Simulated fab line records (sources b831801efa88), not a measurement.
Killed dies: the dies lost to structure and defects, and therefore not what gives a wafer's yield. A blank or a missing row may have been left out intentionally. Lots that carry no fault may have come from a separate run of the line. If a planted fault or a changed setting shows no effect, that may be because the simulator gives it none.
The tool behind it: which one? / flow gf180mcu / Sampling: 11 lots, 33 wafers, 5 of 602 route steps

## WHAT THE GAUGES READ, wafer by wafer
GF_HV_LDD_THK_MEAS_57.
lot=L230; measured=day 12 12:23; on=film_metro-02; HV_LDD_CVD_56_THK (nm)=90.3 90.5 90.8
lot=L232; measured=day 13 08:10; on=film_metro-02; HV_LDD_CVD_56_THK (nm)=90.0 90.1 90.1
lot=L234; measured=day 14 03:47; on=film_metro-02; HV_LDD_CVD_56_THK (nm)=91.3 91.4 91.3
lot=L235; measured=day 14 10:36; on=film_metro-04; HV_LDD_CVD_56_THK (nm)=58.2 58.0 58.0
lot=L237; measured=day 15 11:39; on=film_metro-03; HV_LDD_CVD_56_THK (nm)=60.6 61.0 60.9
lot=L244; measured=day 17 10:37; on=film_metro-02; HV_LDD_CVD_56_THK (nm)=89.9 89.9 89.5
lot=L245; measured=day 17 18:31; on=film_metro-03; HV_LDD_CVD_56_THK (nm)=90.3 90.5 90.2
lot=L247; measured=day 18 08:59; on=film_metro-04; HV_LDD_CVD_56_THK (nm)=91.1 90.3 90.3
lot=L249; measured=day 18 23:43; on=film_metro-02; HV_LDD_CVD_56_THK (nm)=89.3 89.0 89.1
lot=L252; measured=day 19 23:54; on=film_metro-04; HV_LDD_CVD_56_THK (nm)=89.9 90.1 89.9
lot=L253; measured=day 20 11:16; on=film_metro-04; HV_LDD_CVD_56_THK (nm)=89.4 89.9 88.5

GF_M2_THK_MEAS_06: measures by xrf.
lot=L230; measured=day 18 01:59; on=film_metro-03; M2_ALCU_THK (nm)=450 450 448
lot=L232; measured=day 19 01:19; on=film_metro-04; M2_ALCU_THK (nm)=443 443 445
lot=L234; measured=day 19 22:54; on=film_metro-04; M2_ALCU_THK (nm)=450 434 432
lot=L235; measured=day 20 06:59; on=film_metro-01; M2_ALCU_THK (nm)=447 454 452
lot=L237; measured=day 21 13:14; on=film_metro-01; M2_ALCU_THK (nm)=440 442 450
lot=L244; measured=day 23 18:26; on=film_metro-04; M2_ALCU_THK (nm)=439 434 433
lot=L245; measured=day 23 23:50; on=film_metro-03; M2_ALCU_THK (nm)=439 450 446
lot=L247; measured=day 24 17:36; on=film_metro-04; M2_ALCU_THK (nm)=439 441 441
lot=L249; measured=day 25 01:45; on=film_metro-03; M2_ALCU_THK (nm)=450 457 448
lot=L252; measured=day 26 00:19; on=film_metro-01; M2_ALCU_THK (nm)=435 426 431
lot=L253; measured=day 26 12:44; on=film_metro-04; M2_ALCU_THK (nm)=442 449 447

## EACH LOT AND THE TOOL THAT RAN IT (in order: tool; ch and the chambers of the sampled wafers; start)
lot=L230; GF_HV_LDD_CVD_56=lpcvd-01 ch 1, day 12 10:56; GF_HV_LDD_ETCHBACK_58=rie_diel-04 ch 0,1,3, day 12 12:26; GF_CONTACT_CMP_04=cmp-01 ch 0,2,3, day 15 03:29
lot=L232; GF_HV_LDD_CVD_56=lpcvd-02 ch 1, day 13 06:01; GF_HV_LDD_ETCHBACK_58=rie_diel-03 ch 0,2,3, day 13 08:13; GF_CONTACT_CMP_04=cmp-01 ch 0,2, day 16 00:46
lot=L234; GF_HV_LDD_CVD_56=lpcvd-02 ch 0, day 14 02:22; GF_HV_LDD_ETCHBACK_58=rie_diel-04 ch 1,2,3, day 14 03:51; GF_CONTACT_CMP_04=cmp-02 ch 1,2, day 16 21:23
lot=L235; GF_HV_LDD_CVD_56=lpcvd-02 ch 0, day 14 09:11; GF_HV_LDD_ETCHBACK_58=rie_diel-03 ch 0,1,2, day 14 10:40; GF_CONTACT_CMP_04=cmp-01 ch 1,2,3, day 17 04:25
lot=L237; GF_HV_LDD_CVD_56=lpcvd-02 ch 0, day 15 09:30; GF_HV_LDD_ETCHBACK_58=rie_diel-03 ch 0,1,3, day 15 11:42; GF_CONTACT_CMP_04=cmp-01 ch 1,3, day 18 07:59
lot=L244; GF_HV_LDD_CVD_56=lpcvd-01 ch 0, day 17 09:10; GF_HV_LDD_ETCHBACK_58=rie_diel-01 ch 0,2, day 17 10:40; GF_CONTACT_CMP_04=cmp-02 ch 1,2,3, day 20 11:51
lot=L245; GF_HV_LDD_CVD_56=lpcvd-02 ch 1, day 17 17:05; GF_HV_LDD_ETCHBACK_58=rie_diel-03 ch 0,2, day 17 18:35; GF_CONTACT_CMP_04=cmp-01 ch 1,2, day 20 20:30
lot=L247; GF_HV_LDD_CVD_56=lpcvd-02 ch 0, day 18 07:32; GF_HV_LDD_ETCHBACK_58=rie_diel-04 ch 0,1,2, day 18 09:02; GF_CONTACT_CMP_04=cmp-01 ch 0,3, day 21 12:17
lot=L249; GF_HV_LDD_CVD_56=lpcvd-01 ch 1, day 18 22:17; GF_HV_LDD_ETCHBACK_58=rie_diel-03 ch 0,2,3, day 18 23:46; GF_CONTACT_CMP_04=cmp-02 ch 1,2,3, day 22 02:32
lot=L252; GF_HV_LDD_CVD_56=lpcvd-02 ch 1, day 19 21:46; GF_HV_LDD_ETCHBACK_58=rie_diel-03 ch 0,3, day 19 23:58; GF_CONTACT_CMP_04=cmp-02 ch 0,2, day 23 01:43
lot=L253; GF_HV_LDD_CVD_56=lpcvd-01 ch 1, day 20 09:49; GF_HV_LDD_ETCHBACK_58=rie_diel-04 ch 0,1,2, day 20 11:19; GF_CONTACT_CMP_04=cmp-02 ch 0,1,3, day 23 16:35
- GF_HV_LDD_CVD_56: deposits Si3N4 from DCS/NH3, target thk 90 nm, time 1543 s.
- GF_HV_LDD_ETCHBACK_58: etches Si3N4 in CH3F/O2, stops on SiO2, time 100 s, target depth 90 nm.
- GF_CONTACT_CMP_04: polishes SiO2.

## AS READ BY THE TOOLS THEMSELVES (means over the sampled wafers that have a number; for cases with no such wafer, the mark the record gives instead)
GF_HV_LDD_CVD_56.
lot=L230; tool=lpcvd-01; spike_tc_bottom_C (C)=786.8; spike_tc_centre_C (C)=770.6; spike_tc_lower_C (C)=771.7; spike_tc_top_C (C)=788; spike_tc_upper_C (C)=772.5; susceptor_temp_C (C)=770.1; zone_power_upper_pct (%)=12.7
lot=L232; tool=lpcvd-02; spike_tc_bottom_C (C)=787.7; spike_tc_centre_C (C)=769.0; spike_tc_lower_C (C)=771.3; spike_tc_top_C (C)=781; spike_tc_upper_C (C)=768.8; susceptor_temp_C (C)=770.1; zone_power_upper_pct (%)=11.7
lot=L234; tool=lpcvd-02; spike_tc_bottom_C (C)=788.7; spike_tc_centre_C (C)=768.0; spike_tc_lower_C (C)=771.5; spike_tc_top_C (C)=782; spike_tc_upper_C (C)=769.3; susceptor_temp_C (C)=770.0; zone_power_upper_pct (%)=11.0
lot=L235; tool=lpcvd-02; spike_tc_bottom_C (C)=768.7; spike_tc_centre_C (C)=747.0; spike_tc_lower_C (C)=750.8; spike_tc_top_C (C)=762; spike_tc_upper_C (C)=748.0; susceptor_temp_C (C)=748.5; zone_power_upper_pct (%)=10.5
lot=L237; tool=lpcvd-02; spike_tc_bottom_C (C)=768.4; spike_tc_centre_C (C)=746.2; spike_tc_lower_C (C)=751.5; spike_tc_top_C (C)=763; spike_tc_upper_C (C)=748.0; susceptor_temp_C (C)=748.7; zone_power_upper_pct (%)=10.5
lot=L244; tool=lpcvd-01; spike_tc_bottom_C (C)=791.4; spike_tc_centre_C (C)=769.6; spike_tc_lower_C (C)=768.5; spike_tc_top_C (C)=789; spike_tc_upper_C (C)=772.2; susceptor_temp_C (C)=770.2; zone_power_upper_pct (%)=12.4
lot=L245; tool=lpcvd-02; spike_tc_bottom_C (C)=787.1; spike_tc_centre_C (C)=768.0; spike_tc_lower_C (C)=771.0; spike_tc_top_C (C)=782; spike_tc_upper_C (C)=768.3; susceptor_temp_C (C)=770.1; zone_power_upper_pct (%)=11.8
lot=L247; tool=lpcvd-02; spike_tc_bottom_C (C)=789.7; spike_tc_centre_C (C)=767.9; spike_tc_lower_C (C)=772.6; spike_tc_top_C (C)=783; spike_tc_upper_C (C)=768.8; susceptor_temp_C (C)=770.1; zone_power_upper_pct (%)=11.0
lot=L249; tool=lpcvd-01; spike_tc_bottom_C (C)=786.5; spike_tc_centre_C (C)=771.2; spike_tc_lower_C (C)=772.1; spike_tc_top_C (C)=788; spike_tc_upper_C (C)=772.9; susceptor_temp_C (C)=770.3; zone_power_upper_pct (%)=12.5
lot=L252; tool=lpcvd-02; spike_tc_bottom_C (C)=787.0; spike_tc_centre_C (C)=768.2; spike_tc_lower_C (C)=769.8; spike_tc_top_C (C)=782; spike_tc_upper_C (C)=768.5; susceptor_temp_C (C)=769.9; zone_power_upper_pct (%)=11.8
lot=L253; tool=lpcvd-01; spike_tc_bottom_C (C)=786.9; spike_tc_centre_C (C)=770.8; spike_tc_lower_C (C)=772.1; spike_tc_top_C (C)=789; spike_tc_upper_C (C)=772.0; susceptor_temp_C (C)=769.6; zone_power_upper_pct (%)=12.7

GF_HV_LDD_ETCHBACK_58.
lot=L230; tool=rie_diel-04; drypump_motor_current_A (A)=6.0; oes_product_au (a.u.)=0.844; throttle_valve_pct (%)=10.564
lot=L232; tool=rie_diel-03; drypump_motor_current_A (A)=5.9; oes_product_au (a.u.)=0.841; throttle_valve_pct (%)=10.559
lot=L234; tool=rie_diel-04; drypump_motor_current_A (A)=5.9; oes_product_au (a.u.)=0.851; throttle_valve_pct (%)=10.562
lot=L235; tool=rie_diel-03; drypump_motor_current_A (A)=5.7; oes_product_au (a.u.)=0.678; throttle_valve_pct (%)=10.539
lot=L237; tool=rie_diel-03; drypump_motor_current_A (A)=5.6; oes_product_au (a.u.)=0.692; throttle_valve_pct (%)=10.532
lot=L244; tool=rie_diel-01; drypump_motor_current_A (A)=5.7; oes_product_au (a.u.)=0.845; throttle_valve_pct (%)=10.561
lot=L245; tool=rie_diel-03; drypump_motor_current_A (A)=6.0; oes_product_au (a.u.)=0.844; throttle_valve_pct (%)=10.559
lot=L247; tool=rie_diel-04; drypump_motor_current_A (A)=5.9; oes_product_au (a.u.)=0.850; throttle_valve_pct (%)=10.563
lot=L249; tool=rie_diel-03; drypump_motor_current_A (A)=5.9; oes_product_au (a.u.)=0.839; throttle_valve_pct (%)=10.556
lot=L252; tool=rie_diel-03; drypump_motor_current_A (A)=5.7; oes_product_au (a.u.)=0.842; throttle_valve_pct (%)=10.551
lot=L253; tool=rie_diel-04; drypump_motor_current_A (A)=6.0; oes_product_au (a.u.)=0.838; throttle_valve_pct (%)=10.562

GF_CONTACT_CMP_04.
lot=L230; tool=cmp-01; motor_current_A (A)=12.1; time_to_endpoint_s (s)=117
lot=L232; tool=cmp-01; motor_current_A (A)=11.5; time_to_endpoint_s (s)=105
lot=L234; tool=cmp-02; motor_current_A (A)=14.4; time_to_endpoint_s (s)=117
lot=L235; tool=cmp-01; motor_current_A (A)=12.5; time_to_endpoint_s (s)=113
lot=L237; tool=cmp-01; motor_current_A (A)=12.8; time_to_endpoint_s (s)=113
lot=L244; tool=cmp-02; motor_current_A (A)=13.5; time_to_endpoint_s (s)=117
lot=L245; tool=cmp-01; motor_current_A (A)=11.8; time_to_endpoint_s (s)=107
lot=L247; tool=cmp-01; motor_current_A (A)=12.9; time_to_endpoint_s (s)=119
lot=L249; tool=cmp-02; motor_current_A (A)=13.4; time_to_endpoint_s (s)=110
lot=L252; tool=cmp-02; motor_current_A (A)=13.5; time_to_endpoint_s (s)=112
lot=L253; tool=cmp-02; motor_current_A (A)=12.0; time_to_endpoint_s (s)=116

## THE ANSWER, worked out from the rows above alone
Rule: usual is defined by the lots themselves. Put in order of their means at a reading, lots are off if they are a third of the lots or fewer, leave a main group of 4 or more, and stand apart from it by a gap of 3 or more times the standard deviation of the main group's means; of several such gaps the widest counts. Not used: any main group whose means are identical at the precision the tables above print for the reading. A lot without any number at a reading at which 4 lots or more have one is off too. The other lots that the step has rows for count as sound. The gauges are gone through in route order, then the tools' own readings, and for those a lot's mean is taken as printed above. At the first step where some lot is off, the reading lying furthest off is the one used; lots without a number count as furthest.
Off: at GF_HV_LDD_THK_MEAS_57 (HV_LDD_CVD_56_THK), L235, L237. Main group: mean 90.1 nm, sd 0.64.
A tool fits if, at a process step before that reading, it ran every lot that is off, and no sound lot after the first of them. Not tried: the gauges at GF_HV_LDD_THK_MEAS_57; whatever is off there is also off at GF_HV_LDD_CVD_56, on other tools, and gauge error can't account for it. Of those tried, none fits.

## WHAT THE SIMULATOR PUT IN
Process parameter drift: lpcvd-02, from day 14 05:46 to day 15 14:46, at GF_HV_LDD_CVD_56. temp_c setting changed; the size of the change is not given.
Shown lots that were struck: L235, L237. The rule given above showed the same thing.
